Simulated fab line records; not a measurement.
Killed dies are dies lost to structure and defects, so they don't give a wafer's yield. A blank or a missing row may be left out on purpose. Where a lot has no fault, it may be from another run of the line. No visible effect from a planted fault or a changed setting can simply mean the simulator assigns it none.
fab line records	flow sky130
[record] lots = 5	wafers = 15	last_day = 50
route steps=708 shown NWELL@66 PWDE@84 VT_ADJUST_HVTP@85 VT_ADJUST_LVTN@97
lots untouched by any fault: they come from a run of this same line in which no faults occurred
start_h: start of the lot's first displayed wafer, in hours after the record's first day	wait_h: hours from the lot's prior step to this one	" identical to the entry in the row above	L1.1+2: one row covering several wafers at once	- either no value or no given start	* or withheld: withheld	< > ~ a bound
route shown NAME@n: NAME is a module with steps in the file, n the number in the route of the first one	usual: mean/standard deviation taken from wafers without a fault	same: alike in all rows	chamber/n: place in a boat	sites: per-site readings	_std_site: how widely they spread, as a standard deviation	_edge_site: the outer-site mean with the inner-site mean subtracted	radius_mm: for every site, how far away it sits from the centre of the wafer	mask NAME#n: copy n	behind: tool/chamber where the wafer was last shaped	hold: why the lot was held/for how many hours/how that ended	device: the n, p or np transistor that did not switch	end of line: at the end of the route, the tests of the same wafers	where a step has no rows: the recipe by itself	killed: count of dies lost to structure and defects at first sort (not the wafer's yield)	map: shows each die of a wafer: x if killed, . if not, _ if none is there
set.NAME: the setting the step ran with; set.NAME@STEP: the setting that earlier step ran with	model.NAME: the simulator's own value behind a step, which no gauge read
a table for each step, a row for each wafer; lots at some steps of the route
services: from which hour (start_h, from the record's first day; less than 0 if before it) a tool's chamber was out of use, for how many hours, and why
[[steps]]
[step SKY_NWELL_IMPLANT_13]
[recipe] species = P	energy_kev = 50	dose_cm2 = 7e+11	tilt_deg = withheld
[step SKY_NWELL_STRIP_14]
[recipe] chemistry = O2/N2	power_w = 1400	pressure_mtorr = 1500	platen_temp_c = withheld	o2_flow_sccm = 3000	n2_flow_sccm = 300	overash_fraction = 0.5
[usual] drypump_motor_current_A = 5.8/0.45	n2_flow_sccm = 300.0/0.87	oes_product_au = 0.723/0.0049	strip_time_to_endpoint_s = 36.95/0.096
lot.wafer	tool	chamber	start_h	wait_h	drypump_motor_current_A	n2_flow_sccm	oes_product_au	rf_hours_counter_h	strip_time_to_endpoint_s
L901.1	plasma_asher-03	1	102.57	0.1	5.8	301.8	0.726	44	36.86
L901.4	"	1	"	"	5.8	301.3	0.726	-	36.94
L901.6	"	0	"	"	5.3	300.3	0.720	-	36.88
L907.2	plasma_asher-01	0	139.52	0.1	5.7	299.8	0.721	49	37.10
L907.5	"	1	"	"	6.6	300.4	0.724	-	36.97
L907.6	"	0	"	"	5.7	298.8	0.718	-	37.02
L909.1	plasma_asher-01	0	149.47	0.1	5.7	300.6	0.727	50	37.04
L909.4	"	0	"	"	5.7	300.8	0.719	-	37.05
L909.6	"	1	"	"	6.6	298.8	0.721	-	37.02
L919.1	plasma_asher-02	1	213.82	0.1	5.6	300.0	0.721	5	36.97
L919.2	"	0	"	"	5.3	299.0	0.729	5	36.88
L919.6	"	1	"	"	5.6	299.9	0.721	-	36.79
L918.1	plasma_asher-01	1	213.85	0.1	6.6	300.1	0.719	57	36.88
L918.4	"	1	"	"	6.6	301.0	0.730	-	36.91
L918.6	"	1	"	"	6.5	300.0	0.718	-	36.86
[step SKY_NWELL_TW_MEAS_15]
[usual] NWELL_TW = 1815/9
lot.wafer	tool	chamber	start_h	wait_h	NWELL_TW
L901.1	film_metro-01	-	102.67	0.1	1817
L901.4	"	-	"	"	1821
L901.6	"	-	"	"	1815
L907.2	film_metro-04	-	139.63	0.1	1823
L907.5	"	-	"	"	1813
L907.6	"	-	"	"	1823
L909.1	film_metro-04	-	149.57	0.1	1818
L909.4	"	-	"	"	1819
L909.6	"	-	"	"	1816
L919.1	film_metro-04	-	213.92	0.1	1809
L919.2	"	-	"	"	1793
L919.6	"	-	"	"	1802
L918.1	film_metro-04	-	213.98	0.1	1797
L918.4	"	-	"	"	1804
L918.6	"	-	"	"	1802
[step SKY_NWELL_DEHYDRATE_16]
[recipe] temp_c = 200	time_s = 60
[step SKY_NWELL_HMDS_17]
[recipe] prime_time_s = 60	prime_temp_c = 120
[step SKY_NWELL_COAT_18]
[recipe] spin_rpm = 2000	resist_thk_nm = 3000
[step SKY_NWELL_SOFTBAKE_19]
[recipe] temp_c = 110	time_s = withheld
[step SKY_NWELL_EXPOSE_20]
[recipe] mask_id = NWM_COMPLEMENT	na = 0.6	source_shape = conventional	sigma_outer = 0.6	polarization = unpolarized	target_cd_nm = 840	dose_mj = 260
[step SKY_NWELL_PEB_21]
[recipe] temp_c = 115	time_s = withheld
[step SKY_NWELL_DEVELOP_22]
[recipe] wall_angle_deg = 90	developer = TMAH	develop_time_s = 60	dev_temp_c = 23
[step SKY_NWELL_OVL_MEAS_23]
[usual] NWELL_01_OVL = 0.0/1.3
lot.wafer	tool	chamber	start_h	wait_h	NWELL_01_OVL[nm]
L901.1	overlay-01	-	120.82	-	-1.5
L901.4	"	-	"	"	-1.8
L901.6	"	-	"	"	-2.5
L907.2	overlay-02	-	158.39	-	-0.3
L907.5	"	-	"	"	0.4
L907.6	"	-	"	"	1.4
L909.1	overlay-02	-	168.69	-	-0.1
L909.4	"	-	"	"	0.1
L909.6	"	-	"	"	-1.1
L919.1	overlay-01	-	236.27	-	2.0
L919.2	"	-	"	"	2.6
L919.6	"	-	"	"	1.6
L918.1	overlay-01	-	237.22	-	-2.0
L918.4	"	-	"	"	-0.2
L918.6	"	-	"	"	-0.8
[step SKY_NWELL_IMPLANT_24]
[recipe] species = B	energy_kev = 140	dose_cm2 = 9.2e+12	tilt_deg = withheld
[step SKY_NWELL_STRIP_25]
[recipe] chemistry = O2/N2	power_w = 1400	pressure_mtorr = 1500	platen_temp_c = withheld	o2_flow_sccm = 3000	n2_flow_sccm = 300	overash_fraction = 0.5
[usual] drypump_motor_current_A = 5.7/0.42	n2_flow_sccm = 300.0/0.89	oes_product_au = 0.722/0.0049	strip_time_to_endpoint_s = 36.96/0.096
lot.wafer	tool	chamber	start_h	wait_h	drypump_motor_current_A	n2_flow_sccm	oes_product_au	rf_hours_counter_h	strip_time_to_endpoint_s	model.coat_of_NWELL_COAT_18.thk_nm
L901.1	plasma_asher-01	0	121.00	0.1	5.7	300.0	0.721	46	37.02	0
L901.4	"	0	"	"	5.7	300.4	0.724	-	37.03	0
L901.6	"	1	"	"	6.6	300.0	0.720	-	37.09	0
L907.2	plasma_asher-01	1	158.57	0.1	6.5	300.3	0.957	51	-	868.7
L907.5	"	1	"	"	6.6	301.0	0.951	-	-	864
L907.6	"	0	"	"	5.8	300.3	0.957	-	-	864.8
L909.1	plasma_asher-02	1	168.87	0.1	5.6	299.3	0.720	1	37.06	0
L909.4	"	0	"	"	5.3	300.1	0.723	-	37.18	0
L909.6	"	0	"	"	5.3	299.0	0.732	-	37.16	0
L919.1	plasma_asher-01	0	236.45	0.1	5.7	300.2	0.714	59	37.02	0
L919.2	"	1	"	"	6.6	298.7	0.719	59	37.09	0
L919.6	"	0	"	"	5.7	298.9	0.725	-	37.04	0
L918.1	plasma_asher-01	1	237.40	0.1	6.5	299.4	0.718	59	36.90	0
L918.4	"	0	"	"	5.7	301.2	0.715	-	36.99	0
L918.6	"	0	"	"	5.7	300.3	0.718	-	37.02	0
[step SKY_NWELL_TW_MEAS_26]
[usual] NWELL_2_TW = 495.4/2.2
lot.wafer	tool	chamber	start_h	wait_h	NWELL_2_TW
L901.1	film_metro-03	-	121.10	0.1	495.3
L901.4	"	-	"	"	498.5
L901.6	"	-	"	"	494.4
L907.2	film_metro-03	-	158.68	0.1	493.0
L907.5	"	-	"	"	494.4
L907.6	"	-	"	"	497.7
L909.1	film_metro-03	-	168.97	0.1	495.6
L909.4	"	-	"	"	496.4
L909.6	"	-	"	"	497.2
L919.1	film_metro-03	-	236.55	0.1	497.1
L919.2	"	-	"	"	492.2
L919.6	"	-	"	"	494.6
L918.1	film_metro-03	-	237.50	0.1	493.1
L918.4	"	-	"	"	495.8
L918.6	"	-	"	"	496.3
[step SKY_NWELL_CLEAN_27]
[recipe] chemistry = SC1/SC2	mix = 1:4:20	temp_c = 70	time_s = 150	dry = n2_spin
[step SKY_NWELL_RTA_28]
[recipe] temp_c = 1050	time_s = 30	idle_temp_c = 650	ramp_up_c_per_s = 150	ramp_down_c_per_s = 90	ambient = N2
[usual] lamp_power_pct = 25.31/0.054	wafer_temp_C_max = 1054.9/0.99
lot.wafer	tool	chamber	start_h	wait_h	lamp_power_pct	wafer_temp_C_max
L901.1	rtp_anneal-02	0	121.21	0.0	25.40	1054.3
L901.4	"	0	"	"	25.34	1054.7
L901.6	"	0	"	"	25.30	1054.1
L907.2	rtp_anneal-01	0	158.80	0.0	25.25	1055.6
L907.5	"	0	"	"	25.34	1055.6
L907.6	"	0	"	"	25.37	1055.3
L909.1	rtp_anneal-02	0	169.08	0.0	25.33	1055.2
L909.4	"	0	"	"	25.39	1054.1
L909.6	"	0	"	"	25.26	1053.8
L919.1	rtp_anneal-02	0	236.67	0.0	25.34	1055.7
L919.2	"	0	"	"	25.30	1055.9
L919.6	"	0	"	"	25.26	1054.9
L918.1	rtp_anneal-01	0	237.62	0.0	25.26	1054.8
L918.4	"	0	"	"	25.37	1053.5
L918.6	"	0	"	"	25.31	1053.7
[step SKY_NWELL_RS_MEAS_29]
[recipe] thk_meas_gauge = four-point-probe
[usual] NWELL_RS = 625.2/1.4
lot.wafer	tool	chamber	start_h	wait_h	NWELL_RS[ohm/sq]
L901.1	film_metro-04	-	121.31	0.1	624.0
L901.4	"	-	"	"	623.9
L901.6	"	-	"	"	626.6
L907.2	film_metro-01	-	158.91	0.1	625.4
L907.5	"	-	"	"	624.5
L907.6	"	-	"	"	626.2
L909.1	film_metro-04	-	169.18	0.1	621.6
L909.4	"	-	"	"	624.7
L909.6	"	-	"	"	622.0
L919.1	film_metro-04	-	236.77	0.1	625.4
L919.2	"	-	"	"	625.5
L919.6	"	-	"	"	624.8
L918.1	film_metro-01	-	237.72	0.1	623.8
L918.4	"	-	"	"	625.8
L918.6	"	-	"	"	624.7
[step SKY_NWELL_RS_MEAS_31]
[recipe] thk_meas_gauge = four-point-probe
[usual] PWDE_RS = 5368/22
lot.wafer	tool	chamber	start_h	wait_h	PWDE_RS[ohm/sq]
L901.1	film_metro-04	-	121.55	0.1	5375
L901.4	"	-	"	"	5386
L901.6	"	-	"	"	5385
L907.2	film_metro-01	-	159.15	0.1	5342
L907.5	"	-	"	"	5344
L907.6	"	-	"	"	5342
L909.1	film_metro-04	-	169.42	0.1	5335
L909.4	"	-	"	"	5374
L909.6	"	-	"	"	5333
L919.1	film_metro-04	-	237.01	0.1	5376
L919.2	"	-	"	"	5364
L919.6	"	-	"	"	5368
L918.1	film_metro-01	-	237.96	0.1	5399
L918.4	"	-	"	"	5381
L918.6	"	-	"	"	5393
[step SKY_VT_ADJUST_HVTP_DEHYDRATE_00]
[recipe] temp_c = 200	time_s = 60
[step SKY_VT_ADJUST_HVTP_HMDS_01]
[recipe] prime_time_s = 60	prime_temp_c = 120
[step SKY_VT_ADJUST_HVTP_COAT_02]
[recipe] resist = NOVOLAK	spin_rpm = 3000	resist_thk_nm = 1140
[step SKY_VT_ADJUST_HVTP_SOFTBAKE_03]
[recipe] temp_c = 90	time_s = 60	resist = NOVOLAK
[step SKY_VT_ADJUST_HVTP_EXPOSE_04]
[recipe] mask_id = HVTPM	na = 0.6	source_shape = conventional	sigma_outer = 0.6	polarization = unpolarized	target_cd_nm = 380	dose_mj = 142.5
[step SKY_VT_ADJUST_HVTP_PEB_05]
[recipe] temp_c = withheld	time_s = *	resist = NOVOLAK
[step SKY_VT_ADJUST_HVTP_DEVELOP_06]
[recipe] resist = NOVOLAK	developer = TMAH	develop_time_s = 60	dev_temp_c = 23
[step SKY_VT_ADJUST_HVTP_CD_MEAS_07]
[recipe] target_cd_nm = 380
[usual] cd_nm = 379.4/2.4
lot.wafer	tool	chamber	start_h	wait_h	cd_nm
L901.1	cd_sem-02	-	139.77	0.1	382.4
L901.4	"	-	"	"	378.4
L901.6	"	-	"	"	379.9
L907.2	cd_sem-01	-	178.66	0.1	379.1
L907.5	"	-	"	"	378.1
L907.6	"	-	"	"	379.0
L909.1	cd_sem-02	-	189.97	0.1	383.2
L909.4	"	-	"	"	382.0
L909.6	"	-	"	"	382.6
L919.1	cd_sem-02	-	260.39	0.1	381.8
L919.2	"	-	"	"	380.7
L919.6	"	-	"	"	378.1
L918.1	cd_sem-01	-	260.83	0.1	380.5
L918.4	"	-	"	"	378.6
L918.6	"	-	"	"	379.8
[step SKY_VT_ADJUST_HVTP_OVL_MEAS_08]
[usual] VT_ADJUST_HVTP_OVL = 0.0/1.3
lot.wafer	tool	chamber	start_h	wait_h	VT_ADJUST_HVTP_OVL[nm]
L901.1	overlay-01	-	139.89	0.1	1.2
L901.4	"	-	"	"	-0.4
L901.6	"	-	"	"	-2.4
L907.2	overlay-02	-	178.77	0.1	-0.6
L907.5	"	-	"	"	1.5
L907.6	"	-	"	"	0.4
L909.1	overlay-02	-	190.09	0.1	-2.3
L909.4	"	-	"	"	-1.3
L909.6	"	-	"	"	-2.3
L919.1	overlay-01	-	260.51	0.1	0.1
L919.2	"	-	"	"	0.2
L919.6	"	-	"	"	-1.7
L918.1	overlay-01	-	260.95	0.1	2.6
L918.4	"	-	"	"	-0.7
L918.6	"	-	"	"	-1.0
[step SKY_VT_ADJUST_HVTP_IMPLANT_09]
[recipe] species = As	energy_kev = 150	dose_cm2 = 4.3e+12	tilt_deg = withheld
[step SKY_VT_ADJUST_HVTP_STRIP_10]
[recipe] chemistry = O2/N2	power_w = 1400	pressure_mtorr = 1500	platen_temp_c = withheld	o2_flow_sccm = 3000	n2_flow_sccm = 300	overash_fraction = 0.5
[usual] drypump_motor_current_A = 6.0/0.42	n2_flow_sccm = 300.2/0.99	oes_product_au = 0.715/0.0047	strip_time_to_endpoint_s = 14.19/0.046
lot.wafer	tool	chamber	start_h	wait_h	drypump_motor_current_A	n2_flow_sccm	oes_product_au	rf_hours_counter_h	strip_time_to_endpoint_s
L901.1	plasma_asher-01	0	140.07	0.1	5.7	301.1	0.712	49	14.15
L901.4	"	1	"	"	6.6	299.7	0.718	-	14.14
L901.6	"	1	"	"	6.5	300.7	0.713	-	14.22
L907.2	plasma_asher-02	0	178.95	0.1	5.3	299.9	0.718	2	27.25
L907.5	"	1	"	"	5.6	299.8	0.715	-	27.17
L907.6	"	0	"	"	5.2	299.4	0.724	-	27.20
L909.1	plasma_asher-04	1	190.27	0.1	6.1	298.7	0.725	38	14.23
L909.4	"	0	"	"	5.7	299.8	0.720	-	14.25
L909.6	"	1	"	"	6.1	299.3	0.712	-	14.22
L919.1	plasma_asher-01	1	260.70	0.1	6.6	297.3	0.713	61	14.18
L919.2	"	0	"	"	5.7	301.4	0.718	61	14.25
L919.6	"	1	"	"	6.6	299.4	0.711	-	14.22
L918.1	plasma_asher-02	1	261.14	0.1	5.6	301.4	0.717	10	14.14
L918.4	"	0	"	"	5.2	300.6	0.713	-	14.11
L918.6	"	1	"	"	5.6	299.5	0.718	-	14.13
[step SKY_VT_ADJUST_HVTP_TW_MEAS_11]
[usual] VT_ADJUST_HVTP_TW = 1353/6.5
lot.wafer	tool	chamber	start_h	wait_h	VT_ADJUST_HVTP_TW
L901.1	film_metro-03	-	140.17	0.1	1361
L901.4	"	-	"	"	1358
L901.6	"	-	"	"	1361
L907.2	film_metro-02	-	179.06	0.1	30
L907.5	"	-	"	"	30
L907.6	"	-	"	"	30
L909.1	film_metro-03	-	190.37	0.1	1348
L909.4	"	-	"	"	1343
L909.6	"	-	"	"	1349
L919.1	film_metro-02	-	260.80	0.1	1352
L919.2	"	-	"	"	1346
L919.6	"	-	"	"	1356
L918.1	film_metro-01	-	261.24	0.1	1360
L918.4	"	-	"	"	1358
L918.6	"	-	"	"	1353
[step SKY_VT_ADJUST_LVTN_DEHYDRATE_00]
[recipe] temp_c = 200	time_s = 60
[[services]]
tool	chamber	start_h	hours	kind
plasma_asher-01	-	80.70	6.3	repair
plasma_asher-04	-	123.31	2.0	repair
plasma_asher-04	-	129.92	0.5	repair
plasma_asher-02	-	149.79	9.0	pm
plasma_asher-02	0	149.79	9.0	vent_cycle
plasma_asher-02	1	149.79	9.0	vent_cycle
plasma_asher-02	0	158.79	-	clean
plasma_asher-02	1	158.79	-	clean
plasma_asher-01	-	221.07	2.8	pm
[[key]]
[first_sign] step = SKY_NWELL_STRIP_25	reading = oes_product_au	direction = up	sigmas = 48	usual = 0.722	struck = 0.955
[effect] step = SKY_VT_ADJUST_HVTP_STRIP_10	reading = strip_time_to_endpoint_s	direction = up	sigmas = 99+	usual = *	struck = *
[effect] step = SKY_VT_ADJUST_HVTP_TW_MEAS_11	reading = VT_ADJUST_HVTP_TW	direction = down	sigmas = 99+	usual = 1353	struck = 30
[model_effect] step = SKY_NWELL_STRIP_25	value = coat_of_NWELL_COAT_18.thk_nm	without = 0	struck = 865.8
met_at SKY_NWELL_STRIP_25
struck_wafers L907.2,L907.5,L907.6
sort_left_out L907.2,L907.5,L907.6
tester_left_out L907
onset_between 121.00 158.57
[fault] kind = strip_aborted	tool = plasma_asher-01	chamber = -	onset_h = 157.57	steps = SKY_NWELL_STRIP_25	offset = 0.56537	end_h = 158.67
// tester_left_out: of these lots the tester's yield and bins aren't shown, on N5 and GAA mostly nor the transistor test; their killed dies are dies lost to structure and defects alone, not to doping, threshold or leakage, so they don't give the yield
// sort_left_out: the simulated sort isn't trusted on such a fault, so these wafers' sort isn't shown, and their yield isn't known
